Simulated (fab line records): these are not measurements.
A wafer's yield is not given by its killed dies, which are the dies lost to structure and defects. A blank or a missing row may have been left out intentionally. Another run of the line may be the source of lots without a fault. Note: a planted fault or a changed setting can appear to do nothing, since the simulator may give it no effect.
fab line records	flow sfqLine
record: lots: 5	wafers: 23
route steps=325 shown M8@321
startH: hours from the record's first day to the start of the lot's first wafer shown	waitH: time in hours since the lot's previous step	" repeats the value in the row above	L1.1+2: several wafers, shown together as one row	- no value, or no start given	* or withheld: withheld	< > ~ a bound
route shown NAME@n: a module of which the file shows steps, and the number in the route of the first	usual: the fault-free wafers' mean and standard deviation	same: alike in all rows	chamber/n: place in a boat	sites: readings site by site	_std_site: the values' standard deviation	_edge_site: outer sites' mean less inner sites'	radiusMm: how far each site lies from the wafer's centre	mask NAME#n: copy n	behind: the most recent tool/chamber to have shaped the wafer	hold: reason for holding the lot/hours on hold/outcome of the hold	device: the n, p or np transistor that did not switch	end of line: the route-end tests of the same wafers	step lacking rows: just its recipe	killed: count of dies lost to structure and defects at first sort (not the wafer's yield)	map: dies across one wafer; x = killed, . = not, _ = none there
set.NAME: the setting the step ran with; set.NAME@STEP: the setting that earlier step ran with	model.NAME: the simulator's own value behind a step, which no gauge read
lots run with intentionally changed settings; tables by step, rows by wafer
== steps ==
step: SFQ_TRILAYER_M8_DEP_EVAP_196
recipe: material: Au	angularSpreadDeg: 1	targetThkNm: 180	timeS: 900	powerW: 2000
lot.wafer	tool	chamber	startH	waitH	set.timeS	model.Au_of_TRILAYER_M8_DEP_EVAP_196.thkNm
L074.2	pvdSputter-02	-	1786.13	0.1	900	179.3
L074.3	"	-	"	"	900	181.2
L074.4	"	-	"	"	900	180.9
L074.5	"	-	"	"	975.2	193.6
L074.6	"	-	"	"	975.2	196.7
L079.1	pvdSputter-01	-	1800.73	0.1	900	178.9
L079.3	"	-	"	"	900	179.4
L079.6	"	-	"	"	900	179.2
L081.1	pvdSputter-01	-	1928.27	0.1	1014	201.2
L081.2	"	-	"	"	1014	200.4
L081.3	"	-	"	"	900	178
L081.4	"	-	"	"	1014	202.5
L081.6	"	-	"	"	900	177.8
L084.1	pvdSputter-02	-	1976.26	0.1	900	182.9
L084.3	"	-	"	"	900	181.1
L084.4+5	"	-	"	"	900	180.6
L084.6	"	-	"	"	900	181.4
L085.2	pvdSputter-01	-	1977.46	0.1	957.5	193.2
L085.3	"	-	"	"	900	181.9
L085.4	"	-	"	"	957.5	191.4
L085.5	"	-	"	"	900	181.4
L085.6	"	-	"	"	900	181.7
step: SFQ_M8_RS_MEAS_949
recipe: thkMeasGauge: four-point-probe	reads: Au_of_TRILAYER_M8_DEP_EVAP_196+Pt_of_TRILAYER_M8_DEP_EVAP_198+Ti_of_TRILAYER_M8_DEP_EVAP_197
usual: M8_AU_RS: 0.1537/0.0018
lot.wafer	tool	chamber	startH	waitH	set.timeS@TRILAYER_M8_DEP_EVAP_196	M8_AU_RS[ohm/sq]
L074.2	filmMetro-01	-	1786.71	0.3	900	0.1544
L074.3	"	-	"	"	900	0.1525
L074.4	"	-	"	"	900	0.1530
L074.5	"	-	"	"	975.2	0.1426
L074.6	"	-	"	"	975.2	0.1407
L079.1	filmMetro-02	-	1801.25	0.3	900	0.1548
L079.3	"	-	"	"	900	0.1541
L079.6	"	-	"	"	900	0.1545
L081.1	filmMetro-02	-	1928.78	0.3	1014	0.1371
L081.2	"	-	"	"	1014	0.1382
L081.3	"	-	"	"	900	0.1556
L081.4	"	-	"	"	1014	0.1363
L081.6	"	-	"	"	900	0.1557
L084.1	filmMetro-04	-	1976.78	0.3	900	0.1511
L084.3	"	-	"	"	900	0.1526
L084.4	"	-	"	"	900	0.1533
L084.5	"	-	"	"	900	0.1533
L084.6	"	-	"	"	900	0.1524
L085.2	filmMetro-01	-	1978.00	0.3	957.5	0.1429
L085.3	"	-	"	"	900	0.1520
L085.4	"	-	"	"	957.5	0.1443
L085.5	"	-	"	"	900	0.1523
L085.6	"	-	"	"	900	0.1524
step: SFQ_M8_THK_MEAS_950
recipe: thkMeasGauge: xrf	reads: Au_of_TRILAYER_M8_DEP_EVAP_196
usual: M8_AU_THK: 178.7/2.3
lot.wafer	tool	chamber	startH	waitH	set.timeS@TRILAYER_M8_DEP_EVAP_196	M8_AU_THK[nm]
L074.2	filmMetro-01	-	1786.82	0.1	900	179.2
L074.3	"	-	"	"	900	180.6
L074.4	"	-	"	"	900	180.2
L074.5	"	-	"	"	975.2	192.9
L074.6	"	-	"	"	975.2	197.2
L079.1	filmMetro-02	-	1801.37	0.1	900	177.8
L079.3	"	-	"	"	900	178.2
L079.6	"	-	"	"	900	178.0
L081.1	filmMetro-02	-	1928.90	0.1	1014	199.5
L081.2	"	-	"	"	1014	199.3
L081.3	"	-	"	"	900	175.4
L081.4	"	-	"	"	1014	200.8
L081.6	"	-	"	"	900	176.8
L084.1	filmMetro-04	-	1976.90	0.1	900	180.5
L084.3	"	-	"	"	900	179.3
L084.4	"	-	"	"	900	178.6
L084.5	"	-	"	"	900	178.9
L084.6	"	-	"	"	900	179.8
L085.2	filmMetro-01	-	1978.11	0.1	957.5	194.9
L085.3	"	-	"	"	900	182.4
L085.4	"	-	"	"	957.5	192.9
L085.5	"	-	"	"	900	182.2
L085.6	"	-	"	"	900	182.6
== key ==
split: step: SFQ_TRILAYER_M8_DEP_EVAP_196	setting: timeS	stated: 900	by: wafer
response: step: SFQ_TRILAYER_M8_DEP_EVAP_196	reading: model.Au_of_TRILAYER_M8_DEP_EVAP_196.thkNm	change: +1.8	per: 1%	r: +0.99
response: step: SFQ_M8_RS_MEAS_949	reading: M8_AU_RS	change: -0.00142	per: 1%	r: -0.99
response: step: SFQ_M8_THK_MEAS_950	reading: M8_AU_THK	change: +1.85	per: 1%	r: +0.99
